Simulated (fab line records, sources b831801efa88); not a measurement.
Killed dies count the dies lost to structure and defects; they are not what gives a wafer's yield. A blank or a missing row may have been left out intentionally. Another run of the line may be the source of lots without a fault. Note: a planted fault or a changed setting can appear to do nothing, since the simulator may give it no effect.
fab line records ; flow gf180mcu
record: lots: 24; wafers: 72; last-day: 34
route steps=602 shown V3@432 M4@473 V4@491 M5@534 V5@541
lots with no fault: from the same line, run without faults
start-h: hours from the record's first day to the start of the lot's first wafer shown ; wait-h: hours elapsed since this lot's preceding step ; " same as the row above ; L1.1+2: several wafers, shown together as one row ; - no value, or no start given ; * or withheld: withheld ; < > ~ a bound
route shown NAME@n: a module of which the file shows steps, and the number in the route of the first ; usual: average and standard deviation across the fault-free wafers ; same: alike in all rows ; chamber/n: place in a boat ; sites: readings site by site ; _std_site: how widely they spread, as a standard deviation ; _edge_site: inner sites' mean taken away from outer sites' mean ; radius-mm: how far each site lies from the wafer's centre ; mask NAME#n: copy n ; behind: the most recent tool/chamber to have shaped the wafer ; hold: reason for holding the lot/hours on hold/outcome of the hold ; device: whichever transistor did not switch (one of n, p or np) ; end of line: tests of these same wafers at the route's end ; where a step has no rows: the recipe by itself ; killed: at the first sort, the dies lost to defects and structure; wafer yield is something else ; map: per-die view of a wafer (x killed, . not killed, _ where there is no die)
set.NAME: setting as actually run; set.NAME@STEP: the setting as run at that earlier step ; model.NAME: the simulator's own value behind a step, which no gauge read
the route's steps for a sample of lots (tables are steps, rows are wafers)
services: when a tool's chamber went out of use (start-h, in hours from the record's first day, below 0 if earlier), for how many hours, and the reason
== steps ==
step: GF_V3_THK_MEAS_03
recipe: reads: SiO2_of_V3_CVD_02
usual: V3_CVD_02_THK: 849/13
lot.wafer;tool;chamber;start-h;wait-h;V3_CVD_02_THK[nm]
L074.2;film-metro-01;-;487.35;0.0;828
L074.3;film-metro-01;-;487.35;0.0;842
L074.6;film-metro-01;-;487.35;0.0;850
L075.1;film-metro-01;-;494.61;0.0;849
L075.2;film-metro-01;-;494.61;0.0;838
L075.3;film-metro-01;-;494.61;0.0;856
L076.2;film-metro-03;-;508.84;0.0;854
L076.3;film-metro-03;-;508.84;0.0;853
L076.6;film-metro-03;-;508.84;0.0;875
L077.4;film-metro-02;-;516.18;0.0;850
L077.5;film-metro-02;-;516.18;0.0;865
L077.6;film-metro-02;-;516.18;0.0;859
L078.1;film-metro-02;-;523.66;0.0;848
L078.2;film-metro-02;-;523.66;0.0;846
L078.5;film-metro-02;-;523.66;0.0;857
L079.1;film-metro-01;-;541.12;0.0;862
L079.3;film-metro-01;-;541.12;0.0;852
L079.5;film-metro-01;-;541.12;0.0;844
L080.2;film-metro-02;-;548.02;0.0;838
L080.4;film-metro-02;-;548.02;0.0;848
L080.5;film-metro-02;-;548.02;0.0;848
L081.1;film-metro-03;-;551.30;0.0;840
L081.2;film-metro-03;-;551.30;0.0;850
L081.6;film-metro-03;-;551.30;0.0;871
L082.2;film-metro-02;-;562.25;0.0;857
L082.4;film-metro-02;-;562.25;0.0;874
L082.6;film-metro-02;-;562.25;0.0;849
L083.3;film-metro-02;-;565.98;0.1;823
L083.4;film-metro-02;-;565.98;0.1;834
L083.6;film-metro-02;-;565.98;0.1;842
L084.2;film-metro-01;-;576.71;0.0;850
L084.4;film-metro-01;-;576.71;0.0;855
L084.6;film-metro-01;-;576.71;0.0;857
L085.1;film-metro-03;-;582.44;0.0;838
L085.3;film-metro-03;-;582.44;0.0;832
L085.6;film-metro-03;-;582.44;0.0;861
L086.1;film-metro-03;-;587.59;0.1;848
L086.4;film-metro-03;-;587.59;0.1;862
L086.5;film-metro-03;-;587.59;0.1;859
L087.2;film-metro-03;-;604.71;0.0;853
L087.4;film-metro-03;-;604.71;0.0;871
L087.6;film-metro-03;-;604.71;0.0;864
L088.2;film-metro-02;-;607.81;0.0;838
L088.4;film-metro-02;-;607.81;0.0;839
L088.5;film-metro-02;-;607.81;0.0;856
L089.1;film-metro-02;-;614.61;0.0;848
L089.2;film-metro-02;-;614.61;0.0;863
L089.5;film-metro-02;-;614.61;0.0;867
L090.3;film-metro-01;-;619.04;0.1;819
L090.5;film-metro-01;-;619.04;0.1;833
L090.6;film-metro-01;-;619.04;0.1;824
L091.1;film-metro-03;-;629.32;0.0;823
L091.2;film-metro-03;-;629.32;0.0;829
L091.3;film-metro-03;-;629.32;0.0;845
L092.1;film-metro-03;-;642.14;0.1;829
L092.3;film-metro-03;-;642.14;0.1;837
L092.5;film-metro-03;-;642.14;0.1;845
L093.1;film-metro-02;-;649.25;0.0;832
L093.3;film-metro-02;-;649.25;0.0;841
L093.5;film-metro-02;-;649.25;0.0;863
L094.2;film-metro-03;-;654.86;0.0;837
L094.4;film-metro-03;-;654.86;0.0;849
L094.5;film-metro-03;-;654.86;0.0;844
L095.2;film-metro-03;-;657.85;0.0;851
L095.3;film-metro-03;-;657.85;0.0;843
L095.5;film-metro-03;-;657.85;0.0;868
L097.1;film-metro-02;-;672.38;0.0;842
L097.3;film-metro-02;-;672.38;0.0;849
L097.4;film-metro-02;-;672.38;0.0;854
L096.1;film-metro-02;-;674.00;0.0;844
L096.3;film-metro-02;-;674.00;0.0;844
L096.5;film-metro-02;-;674.00;0.0;870
step: GF_M4_STRIP_17
recipe: chemistry: O2/N2; power-w: 1400; pressure-mtorr: 1500; platen-temp-c: 250; o2-flow-sccm: 3000; n2-flow-sccm: 300; overash-fraction: 0.5
usual: drypump-motor-current-A: 5.4/0.4; heater-power-w: 338/38; oes-product-au: 0.537/0.0049; strip-time-to-endpoint-s: 7.39/0.059
lot.wafer;tool;chamber;start-h;wait-h;drypump-motor-current-A;heater-power-w;oes-product-au;rf-hours-counter-h;strip-time-to-endpoint-s
L074.2;plasma-asher-03;1;537.13;0.1;6.0;335;0.540;83;7.47
L074.3;plasma-asher-03;1;537.13;0.1;6.1;343;0.536;-;7.37
L074.6;plasma-asher-03;1;537.13;0.1;6.0;335;0.535;-;7.42
L075.1;plasma-asher-03;0;542.42;0.1;5.4;299;0.538;84;7.40
L075.2;plasma-asher-03;1;542.42;0.1;6.1;333;0.546;84;7.47
L075.3;plasma-asher-03;1;542.42;0.1;6.1;331;0.531;-;7.45
L076.2;plasma-asher-03;0;556.37;0.1;5.4;295;0.549;85;7.55
L076.3;plasma-asher-03;0;556.37;0.1;5.4;296;0.540;-;7.37
L076.6;plasma-asher-03;0;556.37;0.1;5.4;295;0.536;-;7.42
L077.4;plasma-asher-01;0;563.70;0.1;5.6;345;0.543;-;7.46
L077.5;plasma-asher-01;0;563.70;0.1;5.6;341;0.537;-;7.41
L077.6;plasma-asher-01;1;563.70;0.1;4.9;328;0.536;-;7.35
L078.1;plasma-asher-01;1;571.06;0.1;4.9;332;0.537;11;7.40
L078.2;plasma-asher-01;0;571.06;0.1;5.6;357;0.540;11;7.47
L078.5;plasma-asher-01;0;571.06;0.1;5.6;355;0.537;-;7.38
L079.1;plasma-asher-01;1;588.63;0.1;4.9;324;0.536;13;7.29
L079.3;plasma-asher-01;0;588.63;0.1;5.6;354;0.545;-;7.28
L079.5;plasma-asher-01;1;588.63;0.1;4.9;331;0.535;-;7.46
L080.2;plasma-asher-01;1;594.32;0.1;4.9;323;0.524;13;7.33
L080.4;plasma-asher-01;1;594.32;0.1;4.9;329;0.541;-;7.43
L080.5;plasma-asher-01;0;594.32;0.1;5.6;343;0.529;-;7.25
L081.1;plasma-asher-03;0;596.45;0.1;5.4;290;0.539;90;7.43
L081.2;plasma-asher-03;1;596.45;0.1;6.0;333;0.529;90;7.36
L081.6;plasma-asher-03;1;596.45;0.1;6.0;322;0.539;-;7.44
L082.2;plasma-asher-01;0;606.70;0.1;5.6;354;0.537;15;7.36
L082.4;plasma-asher-01;1;606.70;0.1;4.9;330;0.534;-;7.28
L082.6;plasma-asher-01;1;606.70;0.1;4.9;328;0.533;-;7.31
L083.3;plasma-asher-01;1;610.75;0.1;4.8;330;0.537;-;7.39
L083.4;plasma-asher-01;0;610.75;0.1;5.6;349;0.531;-;7.34
L083.6;plasma-asher-01;1;610.75;0.1;4.9;331;0.543;-;7.41
L084.2;plasma-asher-03;1;621.13;0.1;6.1;333;0.539;93;7.41
L084.4;plasma-asher-03;0;621.13;0.1;5.4;299;0.540;-;7.42
L084.6;plasma-asher-03;1;621.13;0.1;6.1;336;0.534;-;7.40
L085.1;plasma-asher-01;1;625.92;0.1;4.9;330;0.536;17;7.50
L085.3;plasma-asher-01;0;625.92;0.1;5.6;347;0.532;-;7.42
L085.6;plasma-asher-01;1;625.92;0.1;4.9;336;0.538;-;7.47
L086.1;plasma-asher-03;0;630.95;0.1;5.4;292;0.540;94;7.41
L086.4;plasma-asher-03;0;630.95;0.1;5.4;292;0.533;-;7.35
L086.5;plasma-asher-03;0;630.95;0.1;5.4;301;0.545;-;7.44
L087.2;plasma-asher-02;1;647.52;0.1;5.3;315;0.535;92;7.40
L087.4;plasma-asher-02;0;647.52;0.1;5.1;447;0.528;-;7.27
L087.6;plasma-asher-02;0;647.52;0.1;5.1;436;0.536;-;7.44
L088.2;plasma-asher-02;0;650.90;0.1;5.1;436;0.533;93;7.31
L088.4;plasma-asher-02;1;650.90;0.1;5.3;313;0.542;-;7.38
L088.5;plasma-asher-02;1;650.90;0.1;5.3;305;0.530;-;7.35
L089.1;plasma-asher-02;0;656.72;0.1;5.1;435;0.539;93;7.39
L089.2;plasma-asher-02;1;656.72;0.1;5.3;305;0.535;93;7.34
L089.5;plasma-asher-02;1;656.72;0.1;5.3;317;0.537;-;7.31
L090.3;plasma-asher-01;1;661.51;0.1;4.9;329;0.545;-;7.46
L090.5;plasma-asher-01;0;661.51;0.1;5.6;343;0.537;-;7.45
L090.6;plasma-asher-01;1;661.51;0.1;4.9;328;0.544;-;7.49
L091.1;plasma-asher-01;0;672.02;0.1;5.6;347;0.534;22;7.30
L091.2;plasma-asher-01;1;672.02;0.1;4.9;321;0.526;22;7.38
L091.3;plasma-asher-01;1;672.02;0.1;4.9;329;0.537;-;7.39
L092.1;plasma-asher-01;0;683.28;0.2;5.6;346;0.541;23;7.42
L092.3;plasma-asher-01;1;683.28;0.2;4.9;333;0.533;-;7.42
L092.5;plasma-asher-01;1;683.28;0.2;4.9;326;0.539;-;7.41
L093.1;plasma-asher-02;1;689.43;0.2;5.3;315;0.539;97;7.39
L093.3;plasma-asher-02;1;689.43;0.2;5.3;311;0.542;-;7.37
L093.5;plasma-asher-02;1;689.43;0.2;5.3;310;0.533;-;7.38
L094.2;plasma-asher-03;0;695.92;0.1;5.4;286;0.544;101;7.35
L094.4;plasma-asher-03;0;695.92;0.1;5.4;290;0.535;-;7.33
L094.5;plasma-asher-03;1;695.92;0.1;6.1;334;0.535;-;7.38
L095.2;plasma-asher-02;1;698.47;0.1;5.3;307;0.550;98;7.48
L095.3;plasma-asher-02;1;698.47;0.1;5.3;308;0.542;-;7.38
L095.5;plasma-asher-02;0;698.47;0.1;5.1;442;0.534;-;7.39
L097.1;plasma-asher-01;1;711.08;0.1;4.9;332;0.532;26;7.40
L097.3;plasma-asher-01;0;711.08;0.1;5.6;350;0.541;-;7.41
L097.4;plasma-asher-01;1;711.08;0.1;4.9;326;0.547;-;7.42
L096.1;plasma-asher-03;0;713.57;0.1;5.4;293;0.541;103;7.39
L096.3;plasma-asher-03;0;713.57;0.1;5.4;300;0.546;-;7.44
L096.5;plasma-asher-03;1;713.57;0.1;6.0;334;0.545;-;7.38
step: GF_V4_OVL_MEAS_15
usual: V4_OVL: 3/5.6
lot.wafer;tool;chamber;start-h;wait-h;V4_OVL[nm]
L074.2;overlay-02;-;561.09;0.1;-5
L074.3;overlay-02;-;561.09;0.1;5
L074.6;overlay-02;-;561.09;0.1;10
L075.1;overlay-02;-;565.66;0.1;12
L075.2;overlay-02;-;565.66;0.1;9
L075.3;overlay-02;-;565.66;0.1;7
L076.2;overlay-02;-;580.19;0.1;7
L076.3;overlay-02;-;580.19;0.1;2
L076.6;overlay-02;-;580.19;0.1;9
L077.4;overlay-01;-;587.04;0.1;13
L077.5;overlay-01;-;587.04;0.1;8
L077.6;overlay-01;-;587.04;0.1;8
L078.1;overlay-02;-;594.06;0.1;0
L078.2;overlay-02;-;594.06;0.1;2
L078.5;overlay-02;-;594.06;0.1;4
L079.1;overlay-02;-;610.77;0.1;-2
L079.3;overlay-02;-;610.77;0.1;-2
L079.5;overlay-02;-;610.77;0.1;4
L080.2;overlay-02;-;616.32;0.1;3
L080.4;overlay-02;-;616.32;0.1;-3
L080.5;overlay-02;-;616.32;0.1;-1
L081.1;overlay-02;-;618.68;0.1;6
L081.2;overlay-02;-;618.68;0.1;1
L081.6;overlay-02;-;618.68;0.1;2
L082.2;overlay-01;-;628.07;0.1;1
L082.4;overlay-01;-;628.07;0.1;-3
L082.6;overlay-01;-;628.07;0.1;3
L083.3;overlay-02;-;632.98;0.1;1
L083.4;overlay-02;-;632.98;0.1;7
L083.6;overlay-02;-;632.98;0.1;2
L084.2;overlay-01;-;642.49;0.1;-5
L084.4;overlay-01;-;642.49;0.1;-7
L084.6;overlay-01;-;642.49;0.1;-2
L085.1;overlay-01;-;647.11;0.1;-1
L085.3;overlay-01;-;647.11;0.1;-3
L085.6;overlay-01;-;647.11;0.1;-2
L086.1;overlay-01;-;652.21;0.1;3
L086.4;overlay-01;-;652.21;0.1;4
L086.5;overlay-01;-;652.21;0.1;-2
L087.2;overlay-01;-;668.69;0.1;4
L087.4;overlay-01;-;668.69;0.1;14
L087.6;overlay-01;-;668.69;0.1;7
L088.2;overlay-02;-;671.72;0.1;-5
L088.4;overlay-02;-;671.72;0.1;1
L088.5;overlay-02;-;671.72;0.1;-3
L089.1;overlay-02;-;677.48;0.1;5
L089.2;overlay-02;-;677.48;0.1;7
L089.5;overlay-02;-;677.48;0.1;7
L090.3;overlay-01;-;681.44;0.1;4
L090.5;overlay-01;-;681.44;0.1;4
L090.6;overlay-01;-;681.44;0.1;3
L091.1;overlay-02;-;691.58;0.1;9
L091.2;overlay-02;-;691.58;0.1;-3
L091.3;overlay-02;-;691.58;0.1;2
L092.1;overlay-02;-;703.53;0.1;-14
L092.3;overlay-02;-;703.53;0.1;-3
L092.5;overlay-02;-;703.53;0.1;-10
L093.1;overlay-02;-;709.17;0.1;6
L093.3;overlay-02;-;709.17;0.1;3
L093.5;overlay-02;-;709.17;0.1;6
L094.2;overlay-02;-;715.42;0.1;7
L094.4;overlay-02;-;715.42;0.1;0
L094.5;overlay-02;-;715.42;0.1;-4
L095.2;overlay-02;-;717.77;0.1;5
L095.3;overlay-02;-;717.77;0.1;-4
L095.5;overlay-02;-;717.77;0.1;0
L097.1;overlay-02;-;730.97;0.1;11
L097.3;overlay-02;-;730.97;0.1;14
L097.4;overlay-02;-;730.97;0.1;15
L096.1;overlay-01;-;732.27;0.1;4
L096.3;overlay-01;-;732.27;0.1;-1
L096.5;overlay-01;-;732.27;0.1;-3
step: GF_M5_OVL_MEAS_08
usual: M5_OVL: 3/6
lot.wafer;tool;chamber;start-h;wait-h;M5_OVL[nm]
L074.2;overlay-02;-;605.51;0.1;-1
L074.3;overlay-02;-;605.51;0.1;6
L074.6;overlay-02;-;605.51;0.1;7
L075.1;overlay-02;-;611.50;0.1;-3
L075.2;overlay-02;-;611.50;0.1;-5
L075.3;overlay-02;-;611.50;0.1;2
L076.2;overlay-01;-;623.57;0.1;7
L076.3;overlay-01;-;623.57;0.1;-7
L076.6;overlay-01;-;623.57;0.1;-1
L077.4;overlay-02;-;630.43;0.1;0
L077.5;overlay-02;-;630.43;0.1;-3
L077.6;overlay-02;-;630.43;0.1;2
L078.1;overlay-01;-;637.08;0.1;0
L078.2;overlay-01;-;637.08;0.1;-2
L078.5;overlay-01;-;637.08;0.1;9
L079.1;overlay-01;-;653.83;0.1;-5
L079.3;overlay-01;-;653.83;0.1;1
L079.5;overlay-01;-;653.83;0.1;2
L080.2;overlay-02;-;658.58;0.1;5
L080.4;overlay-02;-;658.58;0.1;4
L080.5;overlay-02;-;658.58;0.1;-4
L081.1;overlay-01;-;660.48;0.1;8
L081.2;overlay-01;-;660.48;0.1;-1
L081.6;overlay-01;-;660.48;0.1;11
L082.2;overlay-01;-;670.94;0.1;-5
L082.4;overlay-01;-;670.94;0.1;4
L082.6;overlay-01;-;670.94;0.1;0
L083.3;overlay-01;-;674.64;0.1;-7
L083.4;overlay-01;-;674.64;0.1;3
L083.6;overlay-01;-;674.64;0.1;-1
L084.2;overlay-01;-;683.64;0.1;1
L084.4;overlay-01;-;683.64;0.1;0
L084.6;overlay-01;-;683.64;0.1;2
L085.1;overlay-01;-;687.45;0.1;-2
L085.3;overlay-01;-;687.45;0.1;3
L085.6;overlay-01;-;687.45;0.1;1
L086.1;overlay-01;-;692.87;0.1;-3
L086.4;overlay-01;-;692.87;0.1;1
L086.5;overlay-01;-;692.87;0.1;-1
L087.2;overlay-01;-;709.16;0.1;-14
L087.4;overlay-01;-;709.16;0.1;-10
L087.6;overlay-01;-;709.16;0.1;-7
L088.2;overlay-01;-;710.76;0.1;0
L088.4;overlay-01;-;710.76;0.1;8
L088.5;overlay-01;-;710.76;0.1;7
L089.1;overlay-02;-;716.07;0.1;12
L089.2;overlay-02;-;716.07;0.1;6
L089.5;overlay-02;-;716.07;0.1;6
L090.3;overlay-01;-;719.23;0.1;9
L090.5;overlay-01;-;719.23;0.1;8
L090.6;overlay-01;-;719.23;0.1;11
L091.1;overlay-01;-;730.35;0.1;13
L091.2;overlay-01;-;730.35;0.1;4
L091.3;overlay-01;-;730.35;0.1;13
L092.1;overlay-02;-;739.92;0.1;8
L092.3;overlay-02;-;739.92;0.1;6
L092.5;overlay-02;-;739.92;0.1;4
L093.1;overlay-02;-;745.83;0.1;6
L093.3;overlay-02;-;745.83;0.1;4
L093.5;overlay-02;-;745.83;0.1;4
L094.2;overlay-01;-;752.37;0.1;6
L094.4;overlay-01;-;752.37;0.1;13
L094.5;overlay-01;-;752.37;0.1;9
L095.2;overlay-02;-;754.09;0.1;13
L095.3;overlay-02;-;754.09;0.1;2
L095.5;overlay-02;-;754.09;0.1;9
L097.1;overlay-02;-;766.67;0.1;2
L097.3;overlay-02;-;766.67;0.1;2
L097.4;overlay-02;-;766.67;0.1;5
L096.1;overlay-02;-;768.03;0.1;4
L096.3;overlay-02;-;768.03;0.1;4
L096.5;overlay-02;-;768.03;0.1;10
step: GF_M5_METAL_ETCH_10
recipe: chemistry: Cl2/BCl3; mask-material: KrF; target-depth-nm: 750.8; stop-on: SiO2; pressure-mtorr: 8; icp-w: 800; bias-w: 140; Cl2_flow_sccm: 80; bcl3-flow-sccm: 40; time-s: 125.1
usual: drypump-motor-current-A: 6.0/0.41; oes-product-au: 0.990/0.0058; throttle-valve-pct: 28.230/0.0099
lot.wafer;tool;chamber;start-h;wait-h;drypump-motor-current-A;oes-product-au;rf-hours-counter-h;throttle-valve-pct
L074.2;rie-metal-02;1;605.56;0.0;6.2;0.994;2;28.240
L074.3;rie-metal-02;1;605.56;0.0;6.2;0.986;-;28.241
L074.6;rie-metal-02;0;605.56;0.0;6.0;0.995;-;28.226
L075.1;rie-metal-01;0;611.56;0.0;6.2;0.995;14;28.233
L075.2;rie-metal-01;1;611.56;0.0;5.2;0.984;2;28.239
L075.3;rie-metal-01;0;611.56;0.0;6.2;1.003;-;28.221
L076.2;rie-metal-03;1;623.63;0.0;5.9;0.987;12;28.240
L076.3;rie-metal-03;1;623.63;0.0;5.9;0.980;-;28.238
L076.6;rie-metal-03;1;623.63;0.0;5.9;0.980;-;28.231
L077.4;rie-metal-02;1;630.60;0.1;6.2;0.988;-;28.228
L077.5;rie-metal-02;1;630.60;0.1;6.2;0.983;-;28.222
L077.6;rie-metal-02;1;630.60;0.1;6.2;0.975;-;28.245
L078.1;rie-metal-01;0;637.14;0.0;6.1;0.999;15;28.203
L078.2;rie-metal-01;1;637.14;0.0;5.2;0.983;3;28.237
L078.5;rie-metal-01;0;637.14;0.0;6.1;0.995;-;28.227
L079.1;rie-metal-01;1;653.89;0.0;5.2;0.998;3;28.242
L079.3;rie-metal-01;0;653.89;0.0;6.1;1.002;-;28.217
L079.5;rie-metal-01;0;653.89;0.0;6.1;0.991;-;28.228
L080.2;rie-metal-01;1;658.67;0.1;5.2;0.987;-;28.235
L080.4;rie-metal-01;1;658.67;0.1;5.2;0.996;-;28.238
L080.5;rie-metal-01;1;658.67;0.1;5.2;0.989;-;28.219
L081.1;rie-metal-02;1;660.54;0.0;6.2;0.995;5;28.232
L081.2;rie-metal-02;0;660.54;0.0;6.0;0.987;11;28.234
L081.6;rie-metal-02;0;660.54;0.0;6.0;0.992;-;28.231
L082.2;rie-metal-01;1;670.99;0.0;5.2;0.993;4;28.226
L082.4;rie-metal-01;1;670.99;0.0;5.2;0.988;-;28.237
L082.6;rie-metal-01;1;670.99;0.0;5.2;0.987;-;28.221
L083.3;rie-metal-03;0;674.78;0.1;6.5;0.992;-;28.234
L083.4;rie-metal-03;0;674.78;0.1;6.5;0.978;-;28.238
L083.6;rie-metal-03;0;674.78;0.1;6.5;0.992;-;28.229
L084.2;rie-metal-01;0;683.69;0.0;6.1;0.998;1;28.226
L084.4;rie-metal-01;0;683.69;0.0;6.1;0.990;-;28.215
L084.6;rie-metal-01;0;683.69;0.0;6.1;0.994;-;28.226
L085.1;rie-metal-03;0;687.51;0.0;6.5;0.990;12;28.234
L085.3;rie-metal-03;0;687.51;0.0;6.5;0.986;-;28.221
L085.6;rie-metal-03;0;687.51;0.0;6.5;0.994;-;28.205
L086.1;rie-metal-01;0;692.93;0.0;6.1;0.999;1;28.228
L086.4;rie-metal-01;0;692.93;0.0;6.1;0.995;-;28.210
L086.5;rie-metal-01;1;692.93;0.0;5.2;0.978;-;28.221
L087.2;rie-metal-02;1;709.21;0.0;6.2;0.995;6;28.235
L087.4;rie-metal-02;1;709.21;0.0;6.2;0.996;-;28.237
L087.6;rie-metal-02;0;709.21;0.0;6.0;0.989;-;28.232
L088.2;rie-metal-03;1;710.81;0.0;6.0;0.992;1;28.235
L088.4;rie-metal-03;1;710.81;0.0;5.9;0.989;-;28.237
L088.5;rie-metal-03;1;710.81;0.0;5.9;0.994;-;28.233
L089.1;rie-metal-02;0;716.13;0.0;6.0;0.986;13;28.227
L089.2;rie-metal-02;1;716.13;0.0;6.2;0.988;7;28.234
L089.5;rie-metal-02;1;716.13;0.0;6.2;0.983;-;28.231
L090.3;rie-metal-02;1;719.32;0.1;6.2;0.988;-;28.228
L090.5;rie-metal-02;1;719.32;0.1;6.2;0.995;-;28.224
L090.6;rie-metal-02;0;719.32;0.1;6.0;0.980;-;28.239
L091.1;rie-metal-02;0;730.41;0.0;6.0;0.987;14;28.234
L091.2;rie-metal-02;1;730.41;0.0;6.2;0.984;7;28.241
L091.3;rie-metal-02;1;730.41;0.0;6.2;0.993;-;28.234
L092.1;rie-metal-02;0;739.97;0.0;6.0;0.983;14;28.231
L092.3;rie-metal-02;1;739.97;0.0;6.2;0.992;-;28.250
L092.5;rie-metal-02;0;739.97;0.0;6.0;0.984;-;28.219
L093.1;rie-metal-02;1;745.89;0.0;6.2;0.988;8;28.217
L093.3;rie-metal-02;1;745.89;0.0;6.2;0.998;-;28.236
L093.5;rie-metal-02;1;745.89;0.0;6.2;0.996;-;28.238
L094.2;rie-metal-02;1;752.42;0.0;6.2;0.993;8;28.242
L094.4;rie-metal-02;0;752.42;0.0;6.0;0.985;-;28.227
L094.5;rie-metal-02;1;752.42;0.0;6.2;0.985;-;28.219
L095.2;rie-metal-03;1;754.18;0.1;6.0;1.000;-;28.254
L095.3;rie-metal-03;1;754.18;0.1;5.9;0.989;-;28.232
L095.5;rie-metal-03;1;754.18;0.1;5.9;0.987;-;28.247
L097.1;rie-metal-01;1;766.72;0.0;5.2;0.986;9;28.231
L097.3;rie-metal-01;1;766.72;0.0;5.2;0.983;-;28.228
L097.4;rie-metal-01;0;766.72;0.0;6.1;0.991;-;28.227
L096.1;rie-metal-01;1;768.09;0.0;5.2;0.979;10;28.223
L096.3;rie-metal-01;1;768.09;0.0;5.2;0.994;-;28.224
L096.5;rie-metal-01;1;768.09;0.0;5.2;0.987;-;28.232
step: GF_V5_THK_MEAS_01
recipe: reads: SiO2_of_V5_CVD_00
usual: V5_CVD_00_THK: 301/3.3
lot.wafer;tool;chamber;start-h;wait-h;V5_CVD_00_THK[nm]
L074.2;film-metro-01;-;606.28;0.0;298
L074.3;film-metro-01;-;606.28;0.0;303
L074.6;film-metro-01;-;606.28;0.0;301
L075.1;film-metro-02;-;612.27;0.0;305
L075.2;film-metro-02;-;612.27;0.0;299
L075.3;film-metro-02;-;612.27;0.0;303
L076.2;film-metro-03;-;624.34;0.0;302
L076.3;film-metro-03;-;624.34;0.0;303
L076.6;film-metro-03;-;624.34;0.0;297
L077.4;film-metro-01;-;631.34;0.0;300
L077.5;film-metro-01;-;631.34;0.0;303
L077.6;film-metro-01;-;631.34;0.0;307
L078.1;film-metro-03;-;637.85;0.0;305
L078.2;film-metro-03;-;637.85;0.0;307
L078.5;film-metro-03;-;637.85;0.0;307
L079.1;film-metro-03;-;654.60;0.0;299
L079.3;film-metro-03;-;654.60;0.0;295
L079.5;film-metro-03;-;654.60;0.0;300
L080.2;film-metro-03;-;659.51;0.0;298
L080.4;film-metro-03;-;659.51;0.0;295
L080.5;film-metro-03;-;659.51;0.0;301
L081.1;film-metro-02;-;661.26;0.0;304
L081.2;film-metro-02;-;661.26;0.0;305
L081.6;film-metro-02;-;661.26;0.0;301
L082.2;film-metro-03;-;671.77;0.0;303
L082.4;film-metro-03;-;671.77;0.0;298
L082.6;film-metro-03;-;671.77;0.0;300
L083.3;film-metro-02;-;675.56;0.0;296
L083.4;film-metro-02;-;675.56;0.0;297
L083.6;film-metro-02;-;675.56;0.0;298
L084.2;film-metro-03;-;684.45;0.0;297
L084.4;film-metro-03;-;684.45;0.0;297
L084.6;film-metro-03;-;684.45;0.0;300
L085.1;film-metro-02;-;688.38;0.0;298
L085.3;film-metro-02;-;688.38;0.0;304
L085.6;film-metro-02;-;688.38;0.0;299
L086.1;film-metro-01;-;693.67;0.0;303
L086.4;film-metro-01;-;693.67;0.0;301
L086.5;film-metro-01;-;693.67;0.0;296
L087.2;film-metro-02;-;709.96;0.0;299
L087.4;film-metro-02;-;709.96;0.0;298
L087.6;film-metro-02;-;709.96;0.0;299
L088.2;film-metro-01;-;711.53;0.0;296
L088.4;film-metro-01;-;711.53;0.0;301
L088.5;film-metro-01;-;711.53;0.0;299
L089.1;film-metro-01;-;716.86;0.0;302
L089.2;film-metro-01;-;716.86;0.0;308
L089.5;film-metro-01;-;716.86;0.0;304
L090.3;film-metro-03;-;720.03;0.0;298
L090.5;film-metro-03;-;720.03;0.0;297
L090.6;film-metro-03;-;720.03;0.0;300
L091.1;film-metro-01;-;731.15;0.0;301
L091.2;film-metro-01;-;731.15;0.0;299
L091.3;film-metro-01;-;731.15;0.0;304
L092.1;film-metro-02;-;740.73;0.0;297
L092.3;film-metro-02;-;740.73;0.0;303
L092.5;film-metro-02;-;740.73;0.0;296
L093.1;film-metro-02;-;746.67;0.0;307
L093.3;film-metro-02;-;746.67;0.0;300
L093.5;film-metro-02;-;746.67;0.0;300
L094.2;film-metro-02;-;753.14;0.0;296
L094.4;film-metro-02;-;753.14;0.0;306
L094.5;film-metro-02;-;753.14;0.0;304
L095.2;film-metro-02;-;755.03;0.0;304
L095.3;film-metro-02;-;755.03;0.0;303
L095.5;film-metro-02;-;755.03;0.0;303
L097.1;film-metro-01;-;767.44;0.0;304
L097.3;film-metro-01;-;767.44;0.0;305
L097.4;film-metro-01;-;767.44;0.0;303
L096.1;film-metro-02;-;768.80;0.0;298
L096.3;film-metro-02;-;768.80;0.0;301
L096.5;film-metro-02;-;768.80;0.0;296
== services ==
tool;chamber;start-h;hours;kind
plasma-asher-01;-;514.86;34.5;repair
rie-metal-02;1;523.26;-;clean
rie-metal-02;1;523.26;24.0;scheduled-down
rie-metal-02;1;523.26;24.0;vent-cycle
rie-metal-01;-;528.96;4.3;pm
rie-metal-01;1;547.23;-;clean
rie-metal-01;1;547.23;17.1;scheduled-down
rie-metal-01;1;547.23;17.1;vent-cycle
plasma-asher-02;-;554.59;3.3;repair
plasma-asher-01;-;559.27;2.5;repair
rie-metal-03;-;592.98;2.8;pm
rie-metal-01;0;596.53;6.8;repair
plasma-asher-02;-;604.64;28.1;pm
rie-metal-02;0;627.41;10.5;repair
rie-metal-02;-;638.39;6.5;repair
rie-metal-01;0;654.33;-;clean
rie-metal-01;0;654.33;15.1;scheduled-down
rie-metal-01;0;654.33;15.1;vent-cycle
rie-metal-02;-;672.20;2.8;pm
rie-metal-01;-;702.64;2.8;pm
rie-metal-02;0;720.59;5.3;repair
rie-metal-03;0;729.63;7.4;repair
plasma-asher-02;-;733.75;9.0;pm
rie-metal-03;1;764.98;4.1;repair
== key ==
fault none
